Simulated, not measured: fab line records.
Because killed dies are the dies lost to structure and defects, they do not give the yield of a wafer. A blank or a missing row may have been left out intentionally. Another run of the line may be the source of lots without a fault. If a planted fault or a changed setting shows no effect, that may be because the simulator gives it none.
One fault seen from 2 desks    flow sky130    each desk has only its own numbers; what lay behind them comes last

## AT THE METROLOGY DESK
Means of the sampled wafers that have a number, per lot and without regard to the tool the lot ran on: this is what the gauges read. The brackets show how far a lot's mean lies from the usual mean; more than 4 standard deviations puts the lot out of limits, marked OUT.
Columns: A = LDD_LDN_TW at SKY_LDD_LDN_TW_MEAS_13, usual 1481; B = SPACER_CVD_00_THK at SKY_SPACER_THK_MEAS_01, usual 43.1 nm; C = cd nm at SKY_SD_P_CD_MEAS_07, usual 381.4 nm
lot   first seen here  A     B     C
L558  day 23 10:15     1463  43.6  380.2
L559  day 23 14:23     1489  43.8  385.4
L561  day 24 02:22     1487  43.4  386.7
L564  day 25 14:55     1487  43.4  380.5
L565  day 25 15:49     1477  42.7  379.5
L567  day 26 23:43     1483  42.3  381.0
L569  day 27 19:37     1491  42.7  384.2
L572  day 28 11:28     1479  42.7  381.9
L573  day 28 19:56     1479  43.4  402.6 (+7.3) OUT
L574  day 28 21:29     1480  43.2  401.2 (+6.8) OUT
L575  day 29 09:19     1457  43.5  407.2 (+8.9) OUT
L578  day 30 05:19     1489  42.4  384.5
This desk finds L573, L574, L575 out of limits, L573 being first, at day 31 04:55 (cd nm at SKY_SD_P_CD_MEAS_07). L558, L559, L561, L564, L565, L567, L569, L572, L578 stayed within limits.

## THE TOOL OWNER'S DESK: litho track-02
The tool's own readings at SKY_SD_P_COAT_02 (resist thk 1140 nm): means of the sampled wafers that have a number, for each lot that ran on this tool. The brackets show how far a lot's mean lies from the usual mean; more than 4 standard deviations puts the lot out of limits, marked OUT.
Columns: A = dispense pressure kPa at SKY_SD_P_COAT_02, usual 49 kPa
lot   first seen here  A
L559  day 25 13:32     45
L561  day 26 00:02     45
L567  day 28 19:31     45
L572  day 30 07:38     45
L573  day 30 15:31     45
L574  day 30 18:19     45
L575  day 31 04:01     45
Finding of this desk: none of the 7 lots has anything out of limits.

## TAKEN TOGETHER
At day 31 04:55 the metrology desk could have sounded an alarm, on L573, L574, L575.
Nothing out of limits was seen by the tool owner's desk.
Tool owner's desk: L573, L574, L575 on record, inside its limits.
Of the lots named, all ran SKY_SD_P_COAT_02 on litho track-02.

## WHAT WAS PUT IN BY THE SIMULATOR
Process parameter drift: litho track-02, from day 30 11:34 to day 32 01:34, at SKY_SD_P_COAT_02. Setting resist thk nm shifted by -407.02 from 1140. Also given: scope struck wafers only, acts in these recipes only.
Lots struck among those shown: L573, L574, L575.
Time in hours between the start of the fault and the first out-of-limits reading at each desk: metrology desk, 17.
